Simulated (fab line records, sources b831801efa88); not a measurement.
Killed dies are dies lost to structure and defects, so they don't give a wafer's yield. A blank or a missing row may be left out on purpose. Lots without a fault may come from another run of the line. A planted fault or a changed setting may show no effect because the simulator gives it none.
Which tool did it? | flow gf180mcu | 14 lots, 42 wafers sampled, at 6 steps of a route of 602

WHAT THE GAUGES READ, wafer by wafer
The record holds no reading of a measuring or inspecting step that can be judged against a usual standard deviation.

WHICH TOOL RAN EACH LOT (tool, then ch and the chambers of the sampled wafers, then the start)
lot  | GF_V1_ETCH_16                      | GF_V1_ETCH_17                                 | GF_V1_STRIP_18                       | GF_M2_SPUTTER_00             | GF_M2_SPUTTER_02             | GF_M2_SPUTTER_04
L675 | rie_diel-04 ch 1,2,3, day 18 06:47 | rie_diel-04 ch 1,2,3, day 18 06:55 or earlier | plasma_asher-02 ch 0,1, day 18 06:55 | pvd_sputter-04, day 18 08:08 | pvd_sputter-04, day 18 08:16 | pvd_sputter-04, day 18 08:19
L676 | rie_diel-02 ch 0,1,3, day 18 15:26 | rie_diel-02 ch 0,1,3, day 18 15:36 or earlier | plasma_asher-02 ch 0,1, day 18 15:36 | pvd_sputter-04, day 18 16:47 | pvd_sputter-04, day 18 16:55 | pvd_sputter-04, day 18 16:58
L677 | rie_diel-04 ch 0,1, day 19 01:14   | rie_diel-04 ch 0,1, day 19 01:22 or earlier   | plasma_asher-02 ch 0,1, day 19 01:22 | pvd_sputter-02, day 19 02:35 | pvd_sputter-02, day 19 02:43 | pvd_sputter-02, day 19 02:46
L678 | rie_diel-01 ch 0,2, day 19 07:27   | rie_diel-01 ch 0,2, day 19 07:34 or earlier   | plasma_asher-03 ch 0,1, day 19 07:34 | pvd_sputter-03, day 19 08:48 | pvd_sputter-03, day 19 08:56 | pvd_sputter-03, day 19 08:59
L679 | rie_diel-02 ch 1,3, day 19 21:41   | rie_diel-02 ch 1,3, day 19 21:50 or earlier   | plasma_asher-02 ch 0,1, day 19 21:50 | pvd_sputter-04, day 19 23:13 | pvd_sputter-04, day 19 23:21 | pvd_sputter-04, day 19 23:24
L685 | rie_diel-04 ch 1,2, day 22 01:38   | rie_diel-04 ch 1,2, day 22 01:46 or earlier   | plasma_asher-03 ch 0,1, day 22 01:46 | -                            | -                            | -
L686 | rie_diel-04 ch 1,2, day 22 15:20   | rie_diel-04 ch 1,2, day 22 15:28 or earlier   | plasma_asher-03 ch 0,1, day 22 15:28 | -                            | -                            | -
L688 | rie_diel-01 ch 2,3, day 23 04:02   | rie_diel-01 ch 2,3, day 23 04:10 or earlier   | plasma_asher-02 ch 0,1, day 23 04:10 | pvd_sputter-02, day 23 05:26 | pvd_sputter-02, day 23 05:34 | pvd_sputter-02, day 23 05:37
L690 | rie_diel-02 ch 0,1,2, day 23 16:52 | rie_diel-02 ch 0,1,2, day 23 17:00 or earlier | plasma_asher-02 ch 0,1, day 23 17:00 | pvd_sputter-03, day 23 18:17 | pvd_sputter-03, day 23 18:25 | pvd_sputter-03, day 23 18:28
L691 | rie_diel-01 ch 0,2, day 24 04:32   | rie_diel-01 ch 0,2, day 24 04:40 or earlier   | plasma_asher-03 ch 0, day 24 04:40   | pvd_sputter-04, day 24 05:53 | pvd_sputter-04, day 24 06:01 | pvd_sputter-04, day 24 06:04
L693 | rie_diel-04 ch 1,2,3, day 24 21:05 | rie_diel-04 ch 1,2,3, day 24 21:13 or earlier | plasma_asher-04 ch 1, day 24 21:13   | pvd_sputter-02, day 24 22:53 | pvd_sputter-02, day 24 23:01 | pvd_sputter-02, day 24 23:04
L695 | rie_diel-01 ch 1,2, day 25 08:19   | rie_diel-01 ch 1,2, day 25 08:26 or earlier   | plasma_asher-02 ch 0,1, day 25 08:26 | pvd_sputter-03, day 25 09:40 | pvd_sputter-03, day 25 09:48 | pvd_sputter-03, day 25 09:51
L697 | rie_diel-04 ch 0,2,3, day 25 19:04 | rie_diel-04 ch 0,2,3, day 25 19:11 or earlier | plasma_asher-03 ch 0,1, day 25 19:11 | pvd_sputter-02, day 25 20:25 | pvd_sputter-02, day 25 20:33 | pvd_sputter-02, day 25 20:36
L698 | rie_diel-04 ch 0,2,3, day 26 05:02 | rie_diel-04 ch 0,2,3, day 26 05:10 or earlier | plasma_asher-02 ch 0,1, day 26 05:10 | pvd_sputter-03, day 26 06:29 | pvd_sputter-03, day 26 06:37 | pvd_sputter-03, day 26 06:40
- GF_V1_ETCH_16: etches BARC in N2/H2.
- GF_V1_ETCH_17: etches SiO2 in C4F8/O2/Ar, stops on TiN, target depth 630 nm.
- GF_V1_STRIP_18: strips in O2/N2.
- GF_M2_SPUTTER_00: material Ti, target thk 37.5 nm, time 150 s.
- GF_M2_SPUTTER_02: material AlCu, target thk 450 nm, time 23.9 s.
- GF_M2_SPUTTER_04: material TiN, target thk 50 nm, time 41.7 s.

WHAT THE TOOLS THEMSELVES READ (means of the sampled wafers that have a number; where no wafer has one, the mark that the record gives instead)
GF_V1_ETCH_16. Usual: bias_w 100.04 W, standard deviation 0.29; chamber_pressure_mTorr 30.001 mTorr, standard deviation 0.026; drypump_motor_current_A 5.6 A, standard deviation 0.49; oes_product_au 0.855 a.u., standard deviation 0.0046; throttle_valve_pct 13.225 %, standard deviation 0.0088.
lot  | tool        | bias_w (W) | chamber_pressure_mTorr (mTorr) | drypump_motor_current_A (A) | oes_product_au (a.u.) | throttle_valve_pct (%) | flag
L675 | rie_diel-04 | 100.00     | 30.007                         | 5.7                         | 0.853                 | 13.219                 |
L676 | rie_diel-02 | 100.09     | 30.005                         | 5.8                         | 0.860                 | 13.215                 |
L677 | rie_diel-04 | 99.79      | 29.993                         | 5.5                         | 0.853                 | 13.222                 |
L678 | rie_diel-01 | 99.77      | 29.993                         | 5.6                         | 0.855                 | 13.228                 |
L679 | rie_diel-02 | 99.85      | 30.036                         | 5.7                         | 0.853                 | 13.218                 |
L685 | rie_diel-04 | -          | -                              | -                           | -                     | -                      | OFF
L686 | rie_diel-04 | -          | -                              | -                           | -                     | -                      | OFF
L688 | rie_diel-01 | 99.73      | 29.997                         | 6.0                         | 0.849                 | 13.229                 |
L690 | rie_diel-02 | 100.18     | 30.002                         | 6.2                         | 0.856                 | 13.221                 |
L691 | rie_diel-01 | 99.80      | 30.002                         | 5.5                         | 0.854                 | 13.232                 |
L693 | rie_diel-04 | 100.43     | 30.003                         | 5.7                         | 0.857                 | 13.226                 |
L695 | rie_diel-01 | 100.12     | 30.004                         | 5.4                         | 0.859                 | 13.224                 |
L697 | rie_diel-04 | 100.17     | 30.003                         | 5.4                         | 0.852                 | 13.219                 |
L698 | rie_diel-04 | 100.08     | 30.009                         | 5.4                         | 0.852                 | 13.235                 |

GF_V1_ETCH_17. Usual: bias_w 1200 W, standard deviation 3.8; chamber_pressure_mTorr 40.00 mTorr, standard deviation 0.04; oes_product_au 0.856 a.u., standard deviation 0.0044.
lot  | tool        | bias_w (W) | chamber_pressure_mTorr (mTorr) | oes_product_au (a.u.) | flag
L675 | rie_diel-04 | 1202       | 40.01                          | 0.857                 |
L676 | rie_diel-02 | 1197       | 40.00                          | 0.857                 |
L677 | rie_diel-04 | 1202       | 40.00                          | 0.858                 |
L678 | rie_diel-01 | 1201       | 40.01                          | 0.857                 |
L679 | rie_diel-02 | 1199       | 39.97                          | 0.857                 |
L685 | rie_diel-04 | 1208       | 39.98                          | 0.375                 | OFF
L686 | rie_diel-04 | 1198       | 40.03                          | 0.376                 | OFF
L688 | rie_diel-01 | 1200       | 39.98                          | 0.860                 |
L690 | rie_diel-02 | 1203       | 40.03                          | 0.856                 |
L691 | rie_diel-01 | 1203       | 39.95                          | 0.854                 |
L693 | rie_diel-04 | 1200       | 40.02                          | 0.855                 |
L695 | rie_diel-01 | 1198       | 39.96                          | 0.862                 |
L697 | rie_diel-04 | 1203       | 39.99                          | 0.856                 |
L698 | rie_diel-04 | 1199       | 39.99                          | 0.854                 |

GF_V1_STRIP_18. Usual: drypump_motor_current_A 5.6 A, standard deviation 0.68; heater_power_w 313 W, standard deviation 21; oes_product_au 0.593 a.u., standard deviation 0.0053.
lot  | tool            | drypump_motor_current_A (A) | heater_power_w (W) | oes_product_au (a.u.) | flag
L675 | plasma_asher-02 | 5.1                         | 295                | 0.595                 |
L676 | plasma_asher-02 | 5.2                         | 292                | 0.591                 |
L677 | plasma_asher-02 | 5.2                         | 289                | 0.587                 |
L678 | plasma_asher-03 | 6.2                         | 320                | 0.588                 |
L679 | plasma_asher-02 | 5.2                         | 290                | 0.592                 |
L685 | plasma_asher-03 | 6.2                         | 324                | 0.611                 | OFF
L686 | plasma_asher-03 | 5.5                         | 319                | 0.615                 | OFF
L688 | plasma_asher-02 | 5.2                         | 296                | 0.595                 |
L690 | plasma_asher-02 | 5.2                         | 298                | 0.597                 |
L691 | plasma_asher-03 | 6.8                         | 330                | 0.592                 |
L693 | plasma_asher-04 | 5.7                         | 309                | 0.589                 |
L695 | plasma_asher-02 | 5.1                         | 295                | 0.597                 |
L697 | plasma_asher-03 | 5.6                         | 316                | 0.592                 |
L698 | plasma_asher-02 | 5.2                         | 293                | 0.593                 |

GF_M2_SPUTTER_00. Usual: throttle_valve_pct 30.6 %, standard deviation 1.2.
lot  | tool           | throttle_valve_pct (%) | flag
L675 | pvd_sputter-04 | 30.3                   |
L676 | pvd_sputter-04 | 30.7                   |
L677 | pvd_sputter-02 | 31.1                   |
L678 | pvd_sputter-03 | 30.1                   |
L679 | pvd_sputter-04 | 30.7                   |
L688 | pvd_sputter-02 | 30.6                   |
L690 | pvd_sputter-03 | 30.5                   |
L691 | pvd_sputter-04 | 29.4                   |
L693 | pvd_sputter-02 | 30.4                   |
L695 | pvd_sputter-03 | 30.3                   |
L697 | pvd_sputter-02 | 30.7                   |
L698 | pvd_sputter-03 | 30.6                   |

GF_M2_SPUTTER_02. Usual: throttle_valve_pct 30.6 %, standard deviation 1.3.
lot  | tool           | throttle_valve_pct (%) | flag
L675 | pvd_sputter-04 | 30.3                   |
L676 | pvd_sputter-04 | 30.7                   |
L677 | pvd_sputter-02 | 31.0                   |
L678 | pvd_sputter-03 | 30.1                   |
L679 | pvd_sputter-04 | 30.8                   |
L688 | pvd_sputter-02 | 30.7                   |
L690 | pvd_sputter-03 | 30.5                   |
L691 | pvd_sputter-04 | 29.4                   |
L693 | pvd_sputter-02 | 30.4                   |
L695 | pvd_sputter-03 | 30.3                   |
L697 | pvd_sputter-02 | 30.6                   |
L698 | pvd_sputter-03 | 30.3                   |

GF_M2_SPUTTER_04. Usual: throttle_valve_pct 30.6 %, standard deviation 1.2.
lot  | tool           | throttle_valve_pct (%) | flag
L675 | pvd_sputter-04 | 30.4                   |
L676 | pvd_sputter-04 | 30.5                   |
L677 | pvd_sputter-02 | 31.0                   |
L678 | pvd_sputter-03 | 30.0                   |
L679 | pvd_sputter-04 | 30.8                   |
L688 | pvd_sputter-02 | 30.7                   |
L690 | pvd_sputter-03 | 30.6                   |
L691 | pvd_sputter-04 | 29.3                   |
L693 | pvd_sputter-02 | 30.2                   |
L695 | pvd_sputter-03 | 30.3                   |
L697 | pvd_sputter-02 | 30.6                   |
L698 | pvd_sputter-03 | 30.5                   |

THE ANSWER, worked out from the rows above alone
Rule: a lot is off if the mean of its wafers that have a number lies more than 3 standard deviations from the usual mean. A lot without any number at a reading at which 4 lots or more have one is off too. The other lots that the step has rows for count as sound. The gauges are gone through in route order, then the tools' own readings, and for those a lot's mean is taken as printed above. The first step at which some lot is off is used, and at that step the reading that is off furthest; a lot without a number counts as furthest.
Off: L685, L686, at GF_V1_ETCH_16 (bias_w). Without a number there: L685, L686.
A tool fits if, at that step or a process step before it, it ran every lot that is off, and no sound lot after the first of them. None of those tried fits.

WHAT THE SIMULATOR HAD PUT IN
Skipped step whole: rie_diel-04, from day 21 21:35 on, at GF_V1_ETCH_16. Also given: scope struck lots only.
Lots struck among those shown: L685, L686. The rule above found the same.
